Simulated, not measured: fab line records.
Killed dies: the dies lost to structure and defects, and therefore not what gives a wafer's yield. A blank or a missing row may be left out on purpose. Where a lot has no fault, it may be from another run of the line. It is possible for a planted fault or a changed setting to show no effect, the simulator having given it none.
fab line records	flow sky130
[record] lots = 6	wafers = 18	last-day = 50
route steps=708 shown CONTACT@422 METAL1@434
lots that met no fault: from a run of the same line without faults
start-h: start of the lot's first displayed wafer, in hours after the record's first day	wait-h: hours from the lot's prior step to this one	" same as the row above	L1.1+2: one row covering several wafers at once	- either no value or no given start	* or withheld: withheld	< > ~ a bound
route shown NAME@n: a module of which the file shows steps, and the number in the route of the first	usual: average and standard deviation across the fault-free wafers	same: alike in all rows	chamber/n: place in a boat	sites: each site's reading	_std_site: the standard deviation of these	_edge_site: outer sites' mean less inner sites'	radius-mm: how far each site lies from the wafer's centre	mask NAME#n: copy n	behind: tool/chamber where the wafer was last shaped	hold: why the lot was held/for how many hours/how that ended	device: the n, p or np transistor that did not switch	end of line: the same wafers' tests at the end of the route	a step without rows: its recipe alone	killed: the dies lost at the first sort to structure and to defects; this is not the yield of the wafer	map: dies across one wafer; x = killed, . = not, _ = none there
set.NAME: setting as actually run; set.NAME@STEP: the setting as run at that earlier step	model.NAME: the simulator's own value behind a step, which no gauge read
lots seen at some steps along the route; tables by step, rows by wafer
services: a tool's chamber out of use, with start hour (start-h, from the record's first day; less than 0 if before it), hours out, and reason
[[steps]]
[step SKY_CONTACT_ETCH_16]
[recipe] chemistry = N2/H2	target = BARC	ion-energy-ev = 200	source-w = 500	bias-w = 100	pressure-mtorr = 30	n2-flow-sccm = 100	h2-flow-sccm = 200	stop-on = SiO2	time-s = 45.9	target-depth-a = 600
[usual] drypump-motor-current-A = 5.6/0.52	oes-product-au = 0.856/0.0052	throttle-valve-pct = 13.225/0.0085
lot.wafer	tool	chamber	start-h	wait-h	drypump-motor-current-A	oes-product-au	rf-hours-counter-h	throttle-valve-pct
L371.3	rie-diel-03	3	769.79	0.0	6.3	0.858	6	13.215
L371.4	"	1	"	"	5.5	0.862	12	13.208
L371.5	"	3	"	"	6.2	0.848	-	13.218
L372.1	rie-diel-01	0	793.50	0.0	5.6	0.854	21	13.233
L372.2	"	2	"	"	5.8	0.861	11	13.224
L372.6	"	0	"	"	5.6	0.856	-	13.230
L373.3	rie-diel-03	2	795.99	0.0	6.5	0.859	13	13.238
L373.4	"	3	"	"	6.3	0.847	7	13.213
L373.6	"	2	"	"	6.5	0.857	-	13.248
L382.3	rie-diel-02	2	853.81	0.0	5.8	0.857	11	13.215
L382.4	"	0	"	"	5.9	0.859	17	13.218
L382.6	"	3	"	"	5.1	0.853	-	13.220
L383.1	rie-diel-01	3	854.25	0.0	5.5	0.851	6	13.231
L383.2	"	1	"	"	4.8	0.864	7	13.222
L383.3	"	0	"	"	5.6	0.855	23	13.217
L387.1	rie-diel-03	0	889.75	0.0	5.0	0.857	24	13.221
L387.3	"	1	"	"	5.4	0.855	16	13.227
L387.4	"	2	"	"	6.5	0.858	16	13.237
[step SKY_CONTACT_ETCH_17]
[recipe] target = SiO2	chemistry = C4F8/O2/Ar	stop-on = Si3N4	mask-material = KrF-thick	source-w = 1500	bias-w = 1200	pressure-mtorr = 40	c4f8-flow-sccm = withheld	O2_flow_sccm = 6	Ar_flow_sccm = 300	time-s = withheld	target-depth-a = 3400
[step SKY_CONTACT_ETCH_18]
[recipe] target = Si3N4	chemistry = CHF3/O2	stop-on = TiN	source-w = 600	bias-w = 200	pressure-mtorr = 40	chf3-flow-sccm = 50	O2_flow_sccm = 5	time-s = 39	target-depth-a = 750
[usual] O2_flow_sccm = 5.000/0.015	chf3-flow-sccm = 50.00/0.15	drypump-motor-current-A = 5.6/0.52	oes-product-au = 0.852/0.0091	throttle-valve-pct = 8.792/0.0087
lot.wafer	tool	chamber	start-h	wait-h	O2_flow_sccm	chf3-flow-sccm	drypump-motor-current-A	oes-product-au	rf-hours-counter-h	throttle-valve-pct
L371.3	rie-diel-03	3	-	-	5.025	50.26	6.2	0.862	6	8.793
L371.4	"	1	"	"	5.020	50.05	5.4	0.848	12	8.802
L371.5	"	3	"	"	5.001	50.40	6.3	0.856	-	8.790
L372.1	rie-diel-01	0	-	-	4.975	50.05	5.6	0.848	21	8.791
L372.2	"	2	"	"	4.995	49.80	5.8	0.845	11	8.791
L372.6	"	0	"	"	4.995	49.92	5.6	0.848	-	8.784
L373.3	rie-diel-03	2	-	-	4.994	50.11	6.5	0.855	13	8.795
L373.4	"	3	"	"	4.989	50.20	6.3	0.860	7	8.780
L373.6	"	2	"	"	4.993	49.99	6.5	0.848	-	8.792
L382.3	rie-diel-02	2	-	-	5.000	49.89	5.8	0.863	11	8.800
L382.4	"	0	"	"	5.003	50.09	5.9	0.851	17	8.788
L382.6	"	3	"	"	5.002	49.77	5.1	0.859	-	8.783
L383.1	rie-diel-01	3	-	-	4.996	50.16	5.5	0.843	6	8.790
L383.2	"	1	"	"	4.985	50.18	4.7	0.860	7	8.790
L383.3	"	0	"	"	5.004	50.02	5.6	0.853	23	8.779
L387.1	rie-diel-03	0	-	-	4.987	49.92	5.1	0.857	24	8.784
L387.3	"	1	"	"	4.993	50.02	5.4	0.851	16	8.803
L387.4	"	2	"	"	5.015	49.94	6.6	0.868	16	8.790
[step SKY_CONTACT_STRIP_19]
[recipe] chemistry = O2/N2	power-w = 1400	pressure-mtorr = 1500	platen-temp-c = withheld	o2-flow-sccm = 3000	n2-flow-sccm = 300	overash-fraction = 0.5
[usual] drypump-motor-current-A = 5.6/0.43	oes-product-au = 0.380/0.0047	strip-time-to-endpoint-s = 3.609/0.029
lot.wafer	tool	chamber	start-h	wait-h	drypump-motor-current-A	oes-product-au	rf-hours-counter-h	strip-time-to-endpoint-s
L371.3	plasma-asher-02	1	769.95	-	5.1	0.385	-	3.652
L371.4	"	0	"	"	5.2	0.390	-	3.650
L371.5	"	1	"	"	5.1	0.382	-	3.641
L372.1	plasma-asher-03	0	793.63	-	6.1	0.384	100	3.611
L372.2	"	1	"	"	6.0	0.378	100	3.655
L372.6	"	0	"	"	6.1	0.379	-	3.626
L373.3	plasma-asher-03	1	796.15	-	6.0	0.377	-	3.599
L373.4	"	0	"	"	6.1	0.384	-	3.656
L373.6	"	1	"	"	6.0	0.384	-	3.642
L382.3	plasma-asher-03	0	853.97	-	6.2	0.368	-	3.558
L382.4	"	1	"	"	6.0	0.384	-	3.594
L382.6	"	1	"	"	6.0	0.390	-	3.632
L383.1	plasma-asher-03	0	854.38	-	6.1	0.376	107	3.604
L383.2	"	1	"	"	5.9	0.365	107	3.606
L383.3	"	0	"	"	6.1	0.379	-	3.600
L387.1	plasma-asher-03	1	889.88	-	6.0	0.383	112	3.565
L387.3	"	0	"	"	6.1	0.388	-	3.617
L387.4	"	1	"	"	6.0	0.378	-	3.557
[step SKY_CONTACT_STRIP_20]
[recipe] chemistry = post-etch-residue-remover	time-s = 1200	temp-c = 72.5
[step SKY_CONTACT_CLEAN_21]
[recipe] chemistry = IPA	time-s = 180	temp-c = 25
[step SKY_CONTACT_CLEAN_22]
[recipe] chemistry = O3/DIW	dry = n2-spin
[step SKY_CONTACT_SPUTTER_23]
[recipe] material = TiN	target-thk-nm = 20	chamber-pressure-pa = 5	power-w = 4000	time-s = 80
[usual] cathode-dc-power-W = 4000.0/0.75	chamber-pressure-pa = 5.000/0.0093	throttle-valve-pct = 29.7/0.93
lot.wafer	tool	chamber	start-h	wait-h	cathode-dc-power-W	chamber-pressure-pa	throttle-valve-pct
L371.3	pvd-sputter-02	-	770.52	0.0	4002.4	5.016	29.6
L371.4	"	-	"	"	3999.7	5.002	29.2
L371.5	"	-	"	"	4000.3	5.005	29.8
L372.1	pvd-sputter-02	-	794.23	0.0	4000.9	5.005	28.8
L372.2	"	-	"	"	4001.2	5.004	30.0
L372.6	"	-	"	"	3999.2	4.995	29.3
L373.3	pvd-sputter-04	-	796.71	0.0	4000.3	4.992	31.6
L373.4	"	-	"	"	4000.5	4.997	29.6
L373.6	"	-	"	"	3999.8	4.987	29.7
L382.3	pvd-sputter-04	-	854.53	0.0	3999.5	5.001	31.6
L382.4	"	-	"	"	3999.6	4.997	29.8
L382.6	"	-	"	"	4000.2	4.988	29.7
L383.1	pvd-sputter-02	-	854.98	0.0	4000.9	5.002	29.4
L383.2	"	-	"	"	4001.9	4.997	28.8
L383.3	"	-	"	"	3998.5	5.025	30.1
L387.1	pvd-sputter-04	-	890.52	0.0	4000.5	4.993	30.0
L387.3	"	-	"	"	3999.4	5.007	31.6
L387.4	"	-	"	"	3999.6	5.003	29.6
[step SKY_CONTACT_CVD_24]
[recipe] material = W	target-thk-nm = 340	time-s = 102.12	temp-c = 400	pressure-torr = 40
[step SKY_CONTACT_RS_MEAS_25]
[recipe] thk-meas-gauge = four-point-probe	reads = W_of_CONTACT_CVD_24+TiN_of_CONTACT_SPUTTER_23
[usual] CONTACT_W_RS = 0.337/0.0058
lot.wafer	tool	chamber	start-h	wait-h	CONTACT_W_RS[ohm/sq]
L371.3	film-metro-03	-	770.73	0.1	0.327
L371.4	"	-	"	"	0.337
L371.5	"	-	"	"	0.336
L372.1	film-metro-04	-	794.40	0.1	0.337
L372.2	"	-	"	"	0.347
L372.6	"	-	"	"	0.343
L373.3	film-metro-03	-	796.92	0.1	0.330
L373.4	"	-	"	"	0.334
L373.6	"	-	"	"	0.330
L382.3	film-metro-02	-	854.75	0.1	0.334
L382.4	"	-	"	"	0.337
L382.6	"	-	"	"	0.342
L383.1	film-metro-04	-	855.15	0.1	0.341
L383.2	"	-	"	"	0.341
L383.3	"	-	"	"	0.343
L387.1	film-metro-03	-	890.69	0.1	0.348
L387.3	"	-	"	"	0.350
L387.4	"	-	"	"	0.341
[step SKY_CONTACT_THK_MEAS_26]
[recipe] thk-meas-gauge = xrf	reads = W_of_CONTACT_CVD_24
[usual] CONTACT_W_THK = 343/8.3
lot.wafer	tool	chamber	start-h	wait-h	CONTACT_W_THK[nm]
L371.3	film-metro-03	-	770.83	0.1	357
L371.4	"	-	"	"	348
L371.5	"	-	"	"	350
L372.1	film-metro-04	-	794.52	0.1	334
L372.2	"	-	"	"	321
L372.6	"	-	"	"	327
L373.3	film-metro-03	-	797.02	0.1	351
L373.4	"	-	"	"	348
L373.6	"	-	"	"	352
L382.3	film-metro-02	-	854.85	0.1	346
L382.4	"	-	"	"	344
L382.6	"	-	"	"	341
L383.1	film-metro-04	-	855.27	0.1	332
L383.2	"	-	"	"	328
L383.3	"	-	"	"	327
L387.1	film-metro-03	-	890.81	0.1	334
L387.3	"	-	"	"	333
L387.4	"	-	"	"	342
[step SKY_CONTACT_CMP_27]
[recipe] stop-on = SiO2	t-overpolish-s = 15	down-force-psi = 3.5	platen-rpm = 60	target-thk-nm = 0	pad-velocity-m-s = 0.94248
[step SKY_METAL1_SPUTTER_00]
[recipe] material = Ti	target-thk-nm = 15	power-w = 3000	time-s = 10	chamber-pressure-pa = 0.4
[usual] cathode-dc-power-W = 3000.0/0.55	chamber-pressure-pa = 0.4001/0.00073	throttle-valve-pct = 29.9/1
lot.wafer	tool	chamber	start-h	wait-h	cathode-dc-power-W	chamber-pressure-pa	throttle-valve-pct
L371.3	pvd-sputter-01	-	771.17	0.2	2999.2	0.4002	31.3
L371.4	"	-	"	"	3000.4	0.4000	29.4
L371.5	"	-	"	"	3000.1	0.3993	29.6
L372.1	pvd-sputter-04	-	794.88	0.2	-	-	-
L372.2	"	-	"	"	-	-	-
L372.6	"	-	"	"	-	-	-
L373.3	pvd-sputter-03	-	797.36	0.2	-	-	-
L373.4	"	-	"	"	-	-	-
L373.6	"	-	"	"	-	-	-
L382.3	pvd-sputter-03	-	855.19	0.2	3000.9	0.4003	28.1
L382.4	"	-	"	"	2999.7	0.4005	28.3
L382.6	"	-	"	"	3000.0	0.3988	30.9
L383.1	pvd-sputter-01	-	855.63	0.1	3000.3	0.3997	29.3
L383.2	"	-	"	"	2999.3	0.4001	31.1
L383.3	"	-	"	"	3000.3	0.4003	29.1
L387.1	pvd-sputter-01	-	891.17	0.2	3000.4	0.4003	31.1
L387.3	"	-	"	"	3000.1	0.3994	29.2
L387.4	"	-	"	"	2999.0	0.4000	31.0
[step SKY_METAL1_SPUTTER_01]
[recipe] material = TiN	target-thk-nm = 20	power-w = 6500	time-s = 16.7	chamber-pressure-pa = 0.4
[step SKY_METAL1_SPUTTER_02]
[recipe] material = AlCu	target-thk-nm = 250	power-w = 10600	time-s = 13.3	chamber-pressure-pa = 0.4
[step SKY_METAL1_SPUTTER_03]
[recipe] material = Ti	target-thk-nm = 5	power-w = 3000	time-s = 3.3	chamber-pressure-pa = 0.4
[step SKY_METAL1_SPUTTER_04]
[recipe] material = TiN	target-thk-nm = 70	power-w = 6500	time-s = 58.3	chamber-pressure-pa = 0.4
[usual] cathode-dc-power-W = 6500.0/1.2	chamber-pressure-pa = 0.4001/0.00085	throttle-valve-pct = 29.9/1
lot.wafer	tool	chamber	start-h	wait-h	cathode-dc-power-W	chamber-pressure-pa	throttle-valve-pct
L371.3	pvd-sputter-01	-	771.26	0.0	6498.7	0.4004	31.0
L371.4	"	-	"	"	6500.7	0.3992	29.4
L371.5	"	-	"	"	6499.2	0.4000	29.2
L372.1	pvd-sputter-04	-	794.97	0.0	6500.4	0.4008	29.6
L372.2	"	-	"	"	6500.8	0.4004	29.8
L372.6	"	-	"	"	6501.1	0.4010	29.8
L373.3	pvd-sputter-03	-	797.45	0.0	6500.9	0.3997	28.3
L373.4	"	-	"	"	6500.5	0.4016	30.9
L373.6	"	-	"	"	6499.3	0.4021	28.9
L382.3	pvd-sputter-03	-	855.28	0.0	6498.8	0.4002	28.6
L382.4	"	-	"	"	6501.1	0.4001	28.5
L382.6	"	-	"	"	6499.8	0.4003	30.9
L383.1	pvd-sputter-01	-	855.72	0.0	6501.4	0.3998	29.4
L383.2	"	-	"	"	6500.2	0.3986	31.1
L383.3	"	-	"	"	6500.9	0.3998	29.1
L387.1	pvd-sputter-01	-	891.26	0.0	6498.6	0.4012	31.2
L387.3	"	-	"	"	6501.2	0.4011	29.2
L387.4	"	-	"	"	6500.5	0.4011	30.8
[[services]]
tool	chamber	start-h	hours	kind
pvd-sputter-02	-	752.66	2.0	repair
plasma-asher-02	-	758.29	3.9	repair
rie-diel-02	2	777.34	40.1	repair
rie-diel-02	3	793.34	2.6	repair
pvd-sputter-03	-	817.99	0.8	repair
rie-diel-01	1	818.63	5.7	repair
rie-diel-01	-	845.05	2.8	pm
pvd-sputter-01	-	848.94	5.2	repair
rie-diel-02	2	862.38	4.8	repair
rie-diel-03	3	864.96	10.2	repair
rie-diel-03	2	872.59	4.8	repair
pvd-sputter-03	-	878.04	2.4	repair
rie-diel-01	1	879.83	5.5	repair
pvd-sputter-04	-	886.75	3.0	repair
[[key]]
[first-sign] step = SKY_METAL1_SPUTTER_00	reading = tool-record	direction = missing
effect none on later readings
met-at SKY_METAL1_SPUTTER_00
struck-wafers L372.1,L372.2,L372.6,L373.3,L373.4,L373.6
later-rows-left-out L372.1,L372.2,L372.6,L373.3,L373.4,L373.6
sort-left-out L372.1,L372.2,L372.6,L373.3,L373.4,L373.6
[fault] kind = skipped-step-whole	tool = pvd-sputter-03,pvd-sputter-04	chamber = -	onset-h = 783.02	steps = SKY_METAL1_SPUTTER_00	scope = struck-lots-only
// sort-left-out: the simulated sort isn't trusted on such a fault, so these wafers' sort isn't shown, and their yield isn't known
// later-rows-left-out: the simulator's readings of these wafers behind a module that went badly wrong aren't trusted and aren't shown, but for the sort
